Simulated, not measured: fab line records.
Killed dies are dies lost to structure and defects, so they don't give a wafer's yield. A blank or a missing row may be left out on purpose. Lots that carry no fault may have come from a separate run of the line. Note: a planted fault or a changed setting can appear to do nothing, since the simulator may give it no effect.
fab line records | flow gf180mcu
record: lots: 14 | wafers: 42 | last-day: 34
route steps=602 shown MVSD@70 DUAL_GATE@152 SALICIDE@283
lots with no fault: from the same line, run without faults
start-h: hours from the record's opening day to when the first of the lot's shown wafers began | wait-h: hours since the lot's step before | " same as the row above | L1.1+2: a single row standing in for several wafers | - value missing, or start not given | * or withheld: withheld | < > ~ a bound
route shown NAME@n: a module of which the file shows steps, and the number in the route of the first | usual: mean and standard deviation over wafers with no fault | same: alike in all rows | chamber/n: place in a boat | sites: readings site by site | _std_site: their standard deviation | _edge_site: the outer-site mean with the inner-site mean subtracted | radius-mm: for every site, how far away it sits from the centre of the wafer | mask NAME#n: copy n | behind: the last tool/chamber to shape the wafer | hold: why the lot went on hold/how many hours it stayed there/how the hold came to an end | device: transistor that didn't switch, given as n, p or np | end of line: the tests these same wafers got at the end of their route | where a step has no rows: the recipe by itself | killed: the dies lost at the first sort to structure and to defects; this is not the yield of the wafer | map: the dies of a wafer, with x for killed, . for not killed, _ for no die there
set.NAME: the setting that was run; set.NAME@STEP: the one run at that earlier step | model.NAME: the simulator's own value behind a step, which no gauge read
route steps across a sampled set of lots; one table per step, one row per wafer
services: a tool's chamber out of use, with start hour (start-h, from the record's first day; less than 0 if before it), hours out, and reason
== steps ==
step: GF_MVSD_EXPOSE_04
recipe: mask-id: MVSD | target-cd-nm: 1000 | na: 0.6 | source-shape: conventional | sigma-outer: 0.6 | dose-mj: 260
usual: exposure-dose-mJ-cm2: 260.01/0.23 | focus-offset-nm: 0.0/0.48 | reticle-temp-C: 23.00/0.11 | sigma-outer: 0.6/0
lot.wafer | tool             | chamber | start-h | wait-h | mask   | exposure-dose-mJ-cm2 | focus-offset-nm | reticle-temp-C | sigma-outer
L469.3    | iline-stepper-02 | 0       | 76.56   | -      | MVSD#0 | 260.00               | -0.6            | 23.00          | 0.6
L469.4    | "                | 0       | "       | "      | MVSD#0 | 260.43               | 0.0             | 23.06          | 0.6
L469.5    | "                | 0       | "       | "      | MVSD#0 | 260.32               | 0.3             | 23.11          | 0.6
L470.3    | iline-stepper-01 | 0       | 85.15   | -      | MVSD#0 | 259.62               | 0.2             | 22.93          | 0.6
L470.4    | "                | 0       | "       | "      | MVSD#0 | 259.83               | 0.0             | 22.99          | 0.6
L470.5    | "                | 0       | "       | "      | MVSD#0 | 259.89               | -0.2            | 22.92          | 0.6
L473.3    | iline-stepper-01 | -       | 100.72  | -      | MVSD#0 | -                    | -               | -              | -
L473.4    | "                | -       | "       | "      | MVSD#0 | -                    | -               | -              | -
L473.5    | "                | -       | "       | "      | MVSD#0 | -                    | -               | -              | -
L474.2    | iline-stepper-02 | -       | 111.48  | -      | MVSD#0 | -                    | -               | -              | -
L474.5    | "                | -       | "       | "      | MVSD#0 | -                    | -               | -              | -
L474.6    | "                | -       | "       | "      | MVSD#0 | -                    | -               | -              | -
L476.2    | iline-stepper-02 | 0       | 117.77  | -      | MVSD#0 | 259.91               | -0.4            | 22.94          | 0.6
L476.3    | "                | 0       | "       | "      | MVSD#0 | 260.17               | 0.0             | 22.95          | 0.6
L476.6    | "                | 0       | "       | "      | MVSD#0 | 259.99               | 0.2             | 22.89          | 0.6
L482.2    | iline-stepper-02 | 0       | 151.04  | -      | MVSD#0 | 259.96               | -0.3            | 23.04          | 0.6
L482.4    | "                | 0       | "       | "      | MVSD#0 | 260.29               | 0.8             | 23.11          | 0.6
L482.5    | "                | 0       | "       | "      | MVSD#0 | 260.13               | 0.3             | 23.09          | 0.6
L484.1    | iline-stepper-01 | 0       | 162.30  | -      | MVSD#0 | 260.07               | -0.5            | 23.08          | 0.6
L484.3    | "                | 0       | "       | "      | MVSD#0 | 260.32               | 0.8             | 23.13          | 0.6
L484.6    | "                | 0       | "       | "      | MVSD#0 | 259.80               | 0.6             | 22.97          | 0.6
L485.2    | iline-stepper-01 | 0       | 168.04  | -      | MVSD#0 | 259.57               | -0.6            | 23.07          | 0.6
L485.3    | "                | 0       | "       | "      | MVSD#0 | 259.66               | 0.4             | 23.04          | 0.6
L485.5    | "                | 0       | "       | "      | MVSD#0 | 259.73               | 0.8             | 23.01          | 0.6
L487.2    | iline-stepper-02 | 0       | 180.65  | -      | MVSD#0 | 260.13               | 0.1             | 23.04          | 0.6
L487.4    | "                | 0       | "       | "      | MVSD#0 | 260.15               | -0.1            | 22.90          | 0.6
L487.6    | "                | 0       | "       | "      | MVSD#0 | 260.08               | 0.1             | 23.05          | 0.6
L488.1    | iline-stepper-02 | 0       | 186.58  | -      | MVSD#0 | 259.89               | 0.1             | 22.80          | 0.6
L488.2    | "                | 0       | "       | "      | MVSD#0 | 259.39               | -1.0            | 22.79          | 0.6
L488.6    | "                | 0       | "       | "      | MVSD#0 | 259.92               | -0.6            | 22.80          | 0.6
L489.1    | iline-stepper-01 | 0       | 190.80  | -      | MVSD#0 | 259.98               | 0.4             | 23.04          | 0.6
L489.4    | "                | 0       | "       | "      | MVSD#0 | 260.09               | 0.8             | 22.97          | 0.6
L489.5    | "                | 0       | "       | "      | MVSD#0 | 260.10               | 0.9             | 23.07          | 0.6
L490.2    | iline-stepper-02 | 0       | 196.98  | -      | MVSD#0 | 260.24               | 0.3             | 23.08          | 0.6
L490.3    | "                | 0       | "       | "      | MVSD#0 | 260.04               | -0.2            | 23.09          | 0.6
L490.4    | "                | 0       | "       | "      | MVSD#0 | 260.35               | -1.0            | 23.21          | 0.6
L491.2    | iline-stepper-02 | 0       | 202.64  | -      | MVSD#0 | 259.87               | -0.6            | 23.07          | 0.6
L491.4    | "                | 0       | "       | "      | MVSD#0 | 259.86               | -0.7            | 23.19          | 0.6
L491.5    | "                | 0       | "       | "      | MVSD#0 | 259.97               | 0.3             | 23.11          | 0.6
L492.1    | iline-stepper-01 | 0       | 209.85  | -      | MVSD#0 | 259.85               | 0.4             | 22.98          | 0.6
L492.2    | "                | 0       | "       | "      | MVSD#0 | 260.04               | 0.0             | 23.07          | 0.6
L492.3    | "                | 0       | "       | "      | MVSD#0 | 260.00               | -0.1            | 22.99          | 0.6
step: GF_DUAL_GATE_OVL_MEAS_11
usual: DUAL_GATE_OVL: 2.0/1.3
lot.wafer | tool       | chamber | start-h | wait-h | DUAL_GATE_OVL[nm]
L469.3    | overlay-02 | -       | 176.73  | 0.1    | 3.9
L469.4    | "          | -       | "       | "      | 4.0
L469.5    | "          | -       | "       | "      | 2.9
L470.3    | overlay-02 | -       | 189.08  | 0.1    | 0.0
L470.4    | "          | -       | "       | "      | 0.8
L470.5    | "          | -       | "       | "      | 1.0
L473.3    | overlay-02 | -       | 210.03  | 0.1    | 2.1
L473.4    | "          | -       | "       | "      | 3.3
L473.5    | "          | -       | "       | "      | 2.4
L474.2    | overlay-02 | -       | 219.99  | 0.1    | 4.2
L474.5    | "          | -       | "       | "      | 1.0
L474.6    | "          | -       | "       | "      | 3.0
L476.2    | overlay-01 | -       | 227.24  | 0.1    | 2.9
L476.3    | "          | -       | "       | "      | 2.1
L476.6    | "          | -       | "       | "      | 1.8
L482.2    | overlay-02 | -       | 270.32  | 0.1    | 2.3
L482.4    | "          | -       | "       | "      | 2.4
L482.5    | "          | -       | "       | "      | 1.1
L484.1    | overlay-01 | -       | 282.22  | 0.1    | 3.0
L484.3    | "          | -       | "       | "      | 2.5
L484.6    | "          | -       | "       | "      | 1.8
L485.2    | overlay-01 | -       | 290.28  | 0.1    | 0.5
L485.3    | "          | -       | "       | "      | 0.9
L485.5    | "          | -       | "       | "      | 2.4
L487.2    | overlay-01 | -       | 304.52  | 0.1    | 1.0
L487.4    | "          | -       | "       | "      | 1.3
L487.6    | "          | -       | "       | "      | 1.2
L488.1    | overlay-01 | -       | 313.27  | 0.1    | -0.1
L488.2    | "          | -       | "       | "      | 0.1
L488.6    | "          | -       | "       | "      | -0.7
L489.1    | overlay-01 | -       | 317.47  | 0.1    | 2.7
L489.4    | "          | -       | "       | "      | 2.4
L489.5    | "          | -       | "       | "      | 3.2
L490.2    | overlay-02 | -       | 325.67  | 0.1    | 2.9
L490.3    | "          | -       | "       | "      | 2.6
L490.4    | "          | -       | "       | "      | 1.1
L491.2    | overlay-01 | -       | 332.89  | 0.1    | 5.5
L491.4    | "          | -       | "       | "      | 2.6
L491.5    | "          | -       | "       | "      | 2.9
L492.1    | overlay-02 | -       | 341.42  | 0.1    | 1.3
L492.2    | "          | -       | "       | "      | 1.5
L492.3    | "          | -       | "       | "      | 1.8
step: GF_SALICIDE_THK_MEAS_05
recipe: thk-meas-gauge: xrf | reads: TiN_of_SALICIDE_SPUTTER_03
usual: SALICIDE_TIN_THK: 19.90/0.28
lot.wafer | tool          | chamber | start-h | wait-h | SALICIDE_TIN_THK[nm]
L469.3    | film-metro-02 | -       | 339.26  | 0.1    | 19.72
L469.4    | "             | -       | "       | "      | 19.83
L469.5    | "             | -       | "       | "      | 19.36
L470.3    | film-metro-03 | -       | 359.23  | 0.1    | 19.75
L470.4    | "             | -       | "       | "      | 20.17
L470.5    | "             | -       | "       | "      | 19.25
L473.3    | film-metro-02 | -       | 384.98  | 0.1    | 19.87
L473.4    | "             | -       | "       | "      | 20.15
L473.5    | "             | -       | "       | "      | 19.90
L474.2    | film-metro-02 | -       | 398.91  | 0.1    | 20.09
L474.5    | "             | -       | "       | "      | 20.04
L474.6    | "             | -       | "       | "      | 20.03
L476.2    | film-metro-03 | -       | 406.69  | 0.1    | 19.86
L476.3    | "             | -       | "       | "      | 19.71
L476.6    | "             | -       | "       | "      | 19.90
L482.2    | film-metro-02 | -       | 461.64  | 0.1    | 19.92
L482.4    | "             | -       | "       | "      | 20.00
L482.5    | "             | -       | "       | "      | 19.79
L484.1    | film-metro-03 | -       | 475.76  | 0.1    | 20.17
L484.3    | "             | -       | "       | "      | 19.85
L484.6    | "             | -       | "       | "      | 20.08
L485.2    | film-metro-03 | -       | 484.71  | 0.1    | 19.67
L485.3    | "             | -       | "       | "      | 19.78
L485.5    | "             | -       | "       | "      | 19.58
L487.2    | film-metro-02 | -       | 499.73  | 0.1    | 19.76
L487.4    | "             | -       | "       | "      | 20.00
L487.6    | "             | -       | "       | "      | 20.19
L488.1    | film-metro-03 | -       | 508.50  | 0.1    | 19.99
L488.2    | "             | -       | "       | "      | 20.00
L488.6    | "             | -       | "       | "      | 20.14
L489.1    | film-metro-02 | -       | 516.15  | 0.1    | 19.74
L489.4    | "             | -       | "       | "      | 20.10
L489.5    | "             | -       | "       | "      | 20.27
L490.2    | film-metro-02 | -       | 528.23  | 0.1    | 20.08
L490.3    | "             | -       | "       | "      | 20.47
L490.4    | "             | -       | "       | "      | 19.98
L491.2    | film-metro-03 | -       | 531.81  | 0.1    | 19.94
L491.4    | "             | -       | "       | "      | 20.04
L491.5    | "             | -       | "       | "      | 19.78
L492.1    | film-metro-02 | -       | 541.24  | 0.1    | 20.32
L492.2    | "             | -       | "       | "      | 19.97
L492.3    | "             | -       | "       | "      | 20.34
step: GF_SALICIDE_RTA_06
recipe: temp-c: 530 | time-s: 30 | ambient: N2
usual: lamp-power-pct: 7.00/0.13 | wafer_temp_C_max: 532.3/0.48
lot.wafer | tool          | chamber | start-h | wait-h | lamp-power-pct | wafer_temp_C_max
L469.3    | rtp-anneal-01 | 0       | 339.33  | 0.1    | 7.10           | 533.6
L469.4    | "             | 0       | "       | "      | 7.10           | 532.1
L469.5    | "             | 0       | "       | "      | 7.11           | 532.4
L470.3    | rtp-anneal-02 | 0       | 359.30  | 0.1    | 6.82           | 533.5
L470.4    | "             | 0       | "       | "      | 6.82           | 532.3
L470.5    | "             | 0       | "       | "      | 6.81           | 532.4
L473.3    | rtp-anneal-02 | 0       | 385.05  | 0.1    | 6.83           | 532.1
L473.4    | "             | 0       | "       | "      | 6.81           | 532.4
L473.5    | "             | 0       | "       | "      | 6.80           | 531.8
L474.2    | rtp-anneal-02 | 0       | 398.98  | 0.1    | 6.82           | 531.9
L474.5    | "             | 0       | "       | "      | 6.83           | 532.2
L474.6    | "             | 0       | "       | "      | 6.81           | 532.6
L476.2    | rtp-anneal-01 | 0       | 406.75  | 0.1    | 7.09           | 533.8
L476.3    | "             | 0       | "       | "      | 7.10           | 533.2
L476.6    | "             | 0       | "       | "      | 7.10           | 533.0
L482.2    | rtp-anneal-01 | 0       | 461.71  | 0.1    | 7.09           | 533.7
L482.4    | "             | 0       | "       | "      | 7.09           | 532.5
L482.5    | "             | 0       | "       | "      | 7.10           | 532.1
L484.1    | rtp-anneal-01 | 0       | 475.82  | 0.1    | 7.09           | 532.0
L484.3    | "             | 0       | "       | "      | 7.09           | 532.8
L484.6    | "             | 0       | "       | "      | 7.10           | 531.2
L485.2    | rtp-anneal-02 | 0       | 484.78  | 0.1    | 6.82           | 533.0
L485.3    | "             | 0       | "       | "      | 6.82           | 532.5
L485.5    | "             | 0       | "       | "      | 6.81           | 533.0
L487.2    | rtp-anneal-01 | 0       | 499.79  | 0.1    | 7.10           | 532.2
L487.4    | "             | 0       | "       | "      | 7.10           | 531.2
L487.6    | "             | 0       | "       | "      | 7.09           | 532.1
L488.1    | rtp-anneal-01 | 0       | 508.56  | 0.1    | 7.10           | 532.2
L488.2    | "             | 0       | "       | "      | 7.10           | 532.3
L488.6    | "             | 0       | "       | "      | 7.09           | 532.6
L489.1    | rtp-anneal-01 | 0       | 516.21  | 0.1    | 7.09           | 531.9
L489.4    | "             | 0       | "       | "      | 7.11           | 532.3
L489.5    | "             | 0       | "       | "      | 7.10           | 532.7
L490.2    | rtp-anneal-01 | 0       | 528.30  | 0.1    | 7.09           | 532.4
L490.3    | "             | 0       | "       | "      | 7.10           | 531.9
L490.4    | "             | 0       | "       | "      | 7.09           | 532.1
L491.2    | rtp-anneal-02 | 0       | 531.88  | 0.1    | 6.81           | 532.9
L491.4    | "             | 0       | "       | "      | 6.80           | 532.6
L491.5    | "             | 0       | "       | "      | 6.81           | 532.2
L492.1    | rtp-anneal-01 | 0       | 541.30  | 0.1    | 7.09           | 531.7
L492.2    | "             | 0       | "       | "      | 7.10           | 531.9
L492.3    | "             | 0       | "       | "      | 7.10           | 532.1
== services ==
tool             | chamber | start-h | hours | kind
iline-stepper-01 | -       | 59.65   | 4.4   | pm
iline-stepper-01 | -       | 65.70   | 11.9  | repair
rtp-anneal-02    | -       | 78.60   | 1.0   | pm
iline-stepper-02 | -       | 93.82   | 12.2  | repair
iline-stepper-02 | 0       | 100.88  | -     | calibration
iline-stepper-02 | -       | 106.04  | 1.7   | pm
iline-stepper-01 | 0       | 126.79  | -     | calibration
iline-stepper-01 | -       | 215.23  | 0.9   | repair
iline-stepper-01 | -       | 241.38  | 1.7   | pm
iline-stepper-02 | 0       | 311.26  | -     | calibration
iline-stepper-02 | -       | 312.18  | 1.7   | pm
iline-stepper-01 | -       | 313.85  | 2.1   | pm
iline-stepper-01 | -       | 315.93  | -     | consumable-replace:lamp
iline-stepper-01 | 0       | 356.62  | -     | calibration
iline-stepper-02 | -       | 407.49  | 6.9   | repair
iline-stepper-02 | -       | 423.97  | 8.9   | pm
rtp-anneal-02    | -       | 425.78  | 55.6  | pm
iline-stepper-01 | -       | 459.56  | 1.7   | pm
iline-stepper-01 | -       | 461.75  | 0.8   | pm
rtp-anneal-02    | -       | 504.66  | 4.6   | pm
iline-stepper-02 | -       | 524.00  | 5.5   | repair
iline-stepper-02 | 0       | 529.80  | -     | calibration
iline-stepper-02 | -       | 530.36  | 1.7   | pm
== key ==
first-sign: step: GF_MVSD_EXPOSE_04 | reading: tool-record | direction: missing
effect none on later readings
met-at GF_MVSD_EXPOSE_04
struck-lots L473,L474
sort-left-out L473.3,L473.4,L473.5,L474.2,L474.5,L474.6
tester-left-out L473,L474
not-acting-at GF_DUAL_GATE_OVL_MEAS_11,GF_SALICIDE_THK_MEAS_05,GF_SALICIDE_RTA_06
onset-between 85.15 100.72
fault: kind: skipped-step-whole | tool: iline-stepper-01,iline-stepper-02 | chamber: - | onset-h: 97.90 | steps: GF_MVSD_EXPOSE_04 | scope: struck-lots-only
tester-left-out: of these lots the tester's yield and bins aren't shown, on N5 and GAA mostly nor the transistor test; their killed dies are dies lost to structure and defects alone, not to doping, threshold or leakage, so they don't give the yield
sort-left-out: the simulated sort isn't trusted on such a fault, so these wafers' sort isn't shown, and their yield isn't known
